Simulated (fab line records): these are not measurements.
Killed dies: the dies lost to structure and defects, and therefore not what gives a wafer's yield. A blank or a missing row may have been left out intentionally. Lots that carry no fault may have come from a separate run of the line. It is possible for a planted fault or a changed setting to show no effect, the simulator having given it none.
The tool behind it: which one? / flow sky130 / Sampling: 12 lots, 36 wafers, 5 of 708 route steps

== WHAT EACH GAUGE READ, for each wafer ==
SKY_FIELD_ISO_THK_MEAS_04. Usual: FIELD_ISO_CVD_03_THK typically reads 165.5 nm, with standard deviation 1.5.
lot=L411; measured=day 2 05:38; on=film_metro-03; FIELD_ISO_CVD_03_THK (nm)=163.2 163.9 164.2; flag=
lot=L414; measured=day 3 00:16; on=film_metro-01; FIELD_ISO_CVD_03_THK (nm)=168.3 166.4 167.0; flag=
lot=L415; measured=day 3 02:27; on=film_metro-01; FIELD_ISO_CVD_03_THK (nm)=163.9 162.6 163.3; flag=
lot=L416; measured=day 3 07:52; on=film_metro-04; FIELD_ISO_CVD_03_THK (nm)=164.3 162.4 163.5; flag=
lot=L419; measured=day 3 21:40; on=film_metro-04; FIELD_ISO_CVD_03_THK (nm)=164.8 165.9 164.4; flag=
lot=L420; measured=day 4 03:52; on=film_metro-01; FIELD_ISO_CVD_03_THK (nm)=167.2 165.6 165.5; flag=
lot=L422; measured=day 4 12:50; on=film_metro-04; FIELD_ISO_CVD_03_THK (nm)=164.4 164.1 164.1; flag=
lot=L426; measured=day 5 09:10; on=film_metro-04; FIELD_ISO_CVD_03_THK (nm)=164.5 165.6 164.0; flag=
lot=L428; measured=day 5 20:22; on=film_metro-04; FIELD_ISO_CVD_03_THK (nm)=165.5 163.9 164.8; flag=
lot=L429; measured=day 6 00:49; on=film_metro-03; FIELD_ISO_CVD_03_THK (nm)=166.5 167.1 165.6; flag=
lot=L430; measured=day 6 06:31; on=film_metro-01; FIELD_ISO_CVD_03_THK (nm)=169.0 169.3 168.8; flag=
lot=L431; measured=day 6 10:35; on=film_metro-01; FIELD_ISO_CVD_03_THK (nm)=165.4 166.5 165.2; flag=

SKY_NWELL_RS_MEAS_29: measures by four-point-probe. Usual: NWELL_RS typically reads 624.4 ohm/sq, with standard deviation 1.2.
lot=L411; measured=day 6 03:07; on=film_metro-03; NWELL_RS (ohm/sq)=623.4 622.7 623.9; flag=
lot=L414; measured=day 6 23:44; on=film_metro-02; NWELL_RS (ohm/sq)=623.0 624.1 623.1; flag=
lot=L415; measured=day 7 01:23; on=film_metro-04; NWELL_RS (ohm/sq)=623.6 623.1 622.3; flag=
lot=L416; measured=day 7 10:47; on=film_metro-03; NWELL_RS (ohm/sq)=625.1 626.9 626.7; flag=
lot=L419; measured=day 7 23:19; on=film_metro-02; NWELL_RS (ohm/sq)=623.4 623.4 623.4; flag=
lot=L420; measured=day 8 08:49; on=film_metro-03; NWELL_RS (ohm/sq)=625.2 624.1 624.5; flag=
lot=L422; measured=day 8 22:02; on=film_metro-02; NWELL_RS (ohm/sq)=626.7 626.9 624.9; flag=
lot=L426; measured=day 10 02:04; on=film_metro-04; NWELL_RS (ohm/sq)=609.5 610.0 607.9; flag=OFF
lot=L428; measured=day 10 10:26; on=film_metro-04; NWELL_RS (ohm/sq)=624.5 625.0 623.8; flag=
lot=L429; measured=day 10 19:13; on=film_metro-03; NWELL_RS (ohm/sq)=610.6 610.7 609.1; flag=OFF
lot=L430; measured=day 11 06:37; on=film_metro-03; NWELL_RS (ohm/sq)=624.2 624.2 623.7; flag=
lot=L431; measured=day 11 15:04; on=film_metro-03; NWELL_RS (ohm/sq)=623.0 623.2 624.8; flag=

SKY_LI_CONTACT_BOW_MEAS_03. Usual: LI_CONTACT_BOW typically reads 56 um, with standard deviation 7.
lot=L411; measured=day 29 08:52; on=film_metro-02; LI_CONTACT_BOW (um)=47 49 49; flag=
lot=L414; measured=day 30 08:51; on=film_metro-03; LI_CONTACT_BOW (um)=64 53 46; flag=
lot=L415; measured=day 30 12:12; on=film_metro-03; LI_CONTACT_BOW (um)=57 58 53; flag=
lot=L416; measured=day 30 20:40; on=film_metro-03; LI_CONTACT_BOW (um)=48 53 56; flag=
lot=L419; measured=day 31 21:09; on=film_metro-02; LI_CONTACT_BOW (um)=60 50 48; flag=
lot=L420; measured=day 32 03:10; on=film_metro-01; LI_CONTACT_BOW (um)=55 66 60; flag=
lot=L422; measured=day 33 00:37; on=film_metro-01; LI_CONTACT_BOW (um)=36 56 65; flag=
lot=L426; measured=day 34 04:32; on=film_metro-02; LI_CONTACT_BOW (um)=62 53 72; flag=
lot=L428; measured=day 34 11:57; on=film_metro-03; LI_CONTACT_BOW (um)=65 63 66; flag=
lot=L429; measured=day 35 04:07; on=film_metro-02; LI_CONTACT_BOW (um)=60 57 51; flag=
lot=L430; measured=day 35 10:57; on=film_metro-03; LI_CONTACT_BOW (um)=40 60 64; flag=
lot=L431; measured=day 35 22:56; on=film_metro-01; LI_CONTACT_BOW (um)=49 56 58; flag=

== EACH LOT AND THE TOOL THAT RAN IT (in order: tool; ch and the chambers of the sampled wafers; start) ==
lot=L411; SKY_NWELL_IMPLANT_11=implanter-03 ch 0, day 5 08:31; SKY_NWELL_STRIP_14=plasma_asher-02 ch 0,1, day 5 08:58
lot=L414; SKY_NWELL_IMPLANT_11=implanter-03 ch 0, day 6 04:07; SKY_NWELL_STRIP_14=plasma_asher-01 ch 0,1, day 6 04:34
lot=L415; SKY_NWELL_IMPLANT_11=implanter-02 ch 0, day 6 06:17; SKY_NWELL_STRIP_14=plasma_asher-01 ch 0,1, day 6 06:41
lot=L416; SKY_NWELL_IMPLANT_11=implanter-01 ch 0, day 6 14:26; SKY_NWELL_STRIP_14=plasma_asher-02 ch 0,1, day 6 14:50
lot=L419; SKY_NWELL_IMPLANT_11=implanter-03 ch 0, day 7 02:31; SKY_NWELL_STRIP_14=plasma_asher-03 ch 0,1, day 7 02:58
lot=L420; SKY_NWELL_IMPLANT_11=implanter-01 ch 0, day 7 12:31; SKY_NWELL_STRIP_14=plasma_asher-02 ch 0,1, day 7 12:58
lot=L422; SKY_NWELL_IMPLANT_11=implanter-02 ch 0, day 8 01:14; SKY_NWELL_STRIP_14=plasma_asher-01 ch 0,1, day 8 01:40
lot=L426; SKY_NWELL_IMPLANT_11=implanter-03 ch 0, day 9 01:34; SKY_NWELL_STRIP_14=plasma_asher-03 ch 0,1, day 9 03:51
lot=L428; SKY_NWELL_IMPLANT_11=implanter-01 ch 0, day 9 11:22; SKY_NWELL_STRIP_14=plasma_asher-01 ch 0,1, day 9 11:49
lot=L429; SKY_NWELL_IMPLANT_11=implanter-03 ch 0, day 9 18:49; SKY_NWELL_STRIP_14=plasma_asher-02 ch 0,1, day 9 19:16
lot=L430; SKY_NWELL_IMPLANT_11=implanter-02 ch 0, day 10 06:22; SKY_NWELL_STRIP_14=plasma_asher-03 ch 0,1, day 10 06:49
lot=L431; SKY_NWELL_IMPLANT_11=implanter-01 ch 0, day 10 14:04; SKY_NWELL_STRIP_14=plasma_asher-01 ch 0,1, day 10 14:29
- SKY_NWELL_IMPLANT_11
- SKY_NWELL_STRIP_14: strips in O2/N2.

== WHAT THE TOOLS THEMSELVES READ (means of the sampled wafers that have a number; where no wafer has one, the mark that the record gives instead) ==
SKY_NWELL_IMPLANT_11. Usual: beam_energy_keV 400.03, standard deviation 0.12; dose_ions_cm2 1.8996e+13, standard deviation 1.9e+10.
lot=L411 tool=implanter-03 beam_energy_keV=399.91 dose_ions_cm2=1.8991e+13 flag=
lot=L414 tool=implanter-03 beam_energy_keV=400.15 dose_ions_cm2=1.8989e+13 flag=
lot=L415 tool=implanter-02 beam_energy_keV=400.14 dose_ions_cm2=1.9013e+13 flag=
lot=L416 tool=implanter-01 beam_energy_keV=399.96 dose_ions_cm2=1.9000e+13 flag=
lot=L419 tool=implanter-03 beam_energy_keV=400.03 dose_ions_cm2=1.9003e+13 flag=
lot=L420 tool=implanter-01 beam_energy_keV=400.10 dose_ions_cm2=1.9001e+13 flag=
lot=L422 tool=implanter-02 beam_energy_keV=399.90 dose_ions_cm2=1.8991e+13 flag=
lot=L426 tool=implanter-03 beam_energy_keV=399.98 dose_ions_cm2=1.9871e+13 flag=OFF
lot=L428 tool=implanter-01 beam_energy_keV=399.97 dose_ions_cm2=1.8991e+13 flag=
lot=L429 tool=implanter-03 beam_energy_keV=400.24 dose_ions_cm2=1.9869e+13 flag=OFF
lot=L430 tool=implanter-02 beam_energy_keV=400.04 dose_ions_cm2=1.8999e+13 flag=
lot=L431 tool=implanter-01 beam_energy_keV=400.07 dose_ions_cm2=1.9010e+13 flag=

SKY_NWELL_STRIP_14. Usual: drypump_motor_current_A 5.67 A, standard deviation 0.17; oes_product_au 0.722 a.u., standard deviation 0.0045; strip_time_to_endpoint_s 36.90 s, standard deviation 0.086.
lot=L411; tool=plasma_asher-02; drypump_motor_current_A (A)=5.79; oes_product_au (a.u.)=0.722; strip_time_to_endpoint_s (s)=36.82; flag=
lot=L414; tool=plasma_asher-01; drypump_motor_current_A (A)=5.58; oes_product_au (a.u.)=0.722; strip_time_to_endpoint_s (s)=36.96; flag=
lot=L415; tool=plasma_asher-01; drypump_motor_current_A (A)=5.56; oes_product_au (a.u.)=0.722; strip_time_to_endpoint_s (s)=36.81; flag=
lot=L416; tool=plasma_asher-02; drypump_motor_current_A (A)=5.71; oes_product_au (a.u.)=0.727; strip_time_to_endpoint_s (s)=36.94; flag=
lot=L419; tool=plasma_asher-03; drypump_motor_current_A (A)=5.53; oes_product_au (a.u.)=0.720; strip_time_to_endpoint_s (s)=36.94; flag=
lot=L420; tool=plasma_asher-02; drypump_motor_current_A (A)=5.78; oes_product_au (a.u.)=0.716; strip_time_to_endpoint_s (s)=36.80; flag=
lot=L422; tool=plasma_asher-01; drypump_motor_current_A (A)=5.66; oes_product_au (a.u.)=0.723; strip_time_to_endpoint_s (s)=36.80; flag=
lot=L426; tool=plasma_asher-03; drypump_motor_current_A (A)=5.71; oes_product_au (a.u.)=0.728; strip_time_to_endpoint_s (s)=37.00; flag=
lot=L428; tool=plasma_asher-01; drypump_motor_current_A (A)=5.64; oes_product_au (a.u.)=0.721; strip_time_to_endpoint_s (s)=36.97; flag=
lot=L429; tool=plasma_asher-02; drypump_motor_current_A (A)=5.79; oes_product_au (a.u.)=0.722; strip_time_to_endpoint_s (s)=36.81; flag=
lot=L430; tool=plasma_asher-03; drypump_motor_current_A (A)=5.56; oes_product_au (a.u.)=0.723; strip_time_to_endpoint_s (s)=36.93; flag=
lot=L431; tool=plasma_asher-01; drypump_motor_current_A (A)=5.66; oes_product_au (a.u.)=0.722; strip_time_to_endpoint_s (s)=36.93; flag=

== THE ANSWER, worked out from the rows above alone ==
Rule: a lot counts as off when the mean over its wafers that have a number is more than 3 standard deviations away from the usual mean. A lot without any number at a reading at which 4 lots or more have one is off too. All remaining lots with rows at the step are treated as sound. First the gauges in route order, then the tools' own readings, where a lot's mean is used as printed above. At the first step where some lot is off, the reading lying furthest off is the one used; lots without a number count as furthest.
Off: L426, L429, at SKY_NWELL_RS_MEAS_29 (NWELL_RS).
A tool fits if, at a process step before that reading, it ran every lot that is off, and no sound lot after the first of them. Not tried: the gauges at SKY_NWELL_RS_MEAS_29; whatever is off there is also off at SKY_NWELL_IMPLANT_11, on other tools, and gauge error can't account for it. One fits: implanter-03 at SKY_NWELL_IMPLANT_11. A fault onset in the window from L419 (day 7 02:31, its last sound lot) to L426 (day 9 01:34, its first lot off) fits.
On the lots that are off, the tool's own readings at SKY_NWELL_IMPLANT_11 differ by more than 5 times the standard deviation of the sound lots' means, which bears it out; dose_ions_cm2 reads 1.9870e+13 there versus 1.8999e+13 on the sound lots.

== WHAT THE SIMULATOR PUT IN ==
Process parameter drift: implanter-03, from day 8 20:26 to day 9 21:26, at SKY_NWELL_IMPLANT_11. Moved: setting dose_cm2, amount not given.
Lots struck among those shown: L426, L429. The same result came from the rule above.
